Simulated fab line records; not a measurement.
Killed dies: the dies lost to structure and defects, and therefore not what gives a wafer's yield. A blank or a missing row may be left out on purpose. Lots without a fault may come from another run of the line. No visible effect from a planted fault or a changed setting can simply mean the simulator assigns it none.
Which tool is to blame? | flow sky130 | 12 lots with 36 wafers sampled at 2 steps, on a route of 708 steps

WHAT THE GAUGES READ, wafer by wafer
SKY_CONTACT_CD_MEAS_14: target cd 170 nm.
lot  | measured     | on        | cd_nm (nm)
L075 | day 31 17:29 | cd_sem-02 | 165.2 166.1 165.5
L077 | day 32 14:34 | cd_sem-01 | 168.7 168.2 169.2
L079 | day 33 14:35 | cd_sem-01 | 168.7 168.3 168.6
L082 | day 34 21:51 | cd_sem-02 | 170.1 170.7 172.6
L084 | day 35 00:37 | cd_sem-01 | 171.3 171.6 171.1
L085 | day 35 06:53 | cd_sem-01 | 171.3 172.7 173.0
L087 | day 35 17:59 | cd_sem-01 | 171.5 170.9 170.9
L089 | day 36 06:01 | cd_sem-02 | 170.2 170.5 169.8
L091 | day 36 23:56 | cd_sem-02 | 172.3 171.7 170.4
L093 | day 37 10:39 | cd_sem-01 | 167.2 167.4 167.7
L095 | day 37 23:51 | cd_sem-02 | 169.9 170.3 169.2
L097 | day 38 15:15 | cd_sem-02 | 170.0 170.5 169.9

WHAT TOOL EACH LOT RAN ON (gives the tool, then ch and the chambers of the sampled wafers, and finally the start)
lot  | SKY_LI_CONTACT_ETCH_14
L075 | rie_diel-02 ch 0,1,3, day 29 10:05
L077 | rie_diel-01 ch 0,2,3, day 30 00:50
L079 | rie_diel-01 ch 0,1,2, day 31 08:11
L082 | rie_diel-04 ch 0,2,3, day 32 14:29
L084 | rie_diel-01 ch 0,3, day 32 17:17
L085 | rie_diel-04 ch 1,2,3, day 32 22:38
L087 | rie_diel-02 ch 1,2, day 33 11:23
L089 | rie_diel-01 ch 0,2,3, day 33 22:26
L091 | rie_diel-04 ch 0,1,2, day 34 17:41
L093 | rie_diel-02 ch 0,2, day 35 04:23
L095 | rie_diel-04 ch 2,3, day 35 18:14
L097 | rie_diel-02 ch 0,1,3, day 36 08:32
- SKY_LI_CONTACT_ETCH_14: etches BARC in N2/H2, stops on SiO2, time 45.9 s, target depth 60 nm.

THE ANSWER, worked out from the rows above alone
Rule: usual is defined by the lots themselves. The widest of any qualifying gaps counts: lots, ordered by their means at a reading, are off when they make up no more than a third of the lots, leave a main group of 4 or more, and stand apart from it by 3 or more times the standard deviation of that group's means. A main group is skipped when, at the precision printed for the reading in the tables above, its means are all equal. A lot without any number at a reading at which 4 lots or more have one is off too. All remaining lots with rows at the step are treated as sound.
None of the lots is off at any reading shown; this tells nothing.

WHAT THE SIMULATOR PUT IN
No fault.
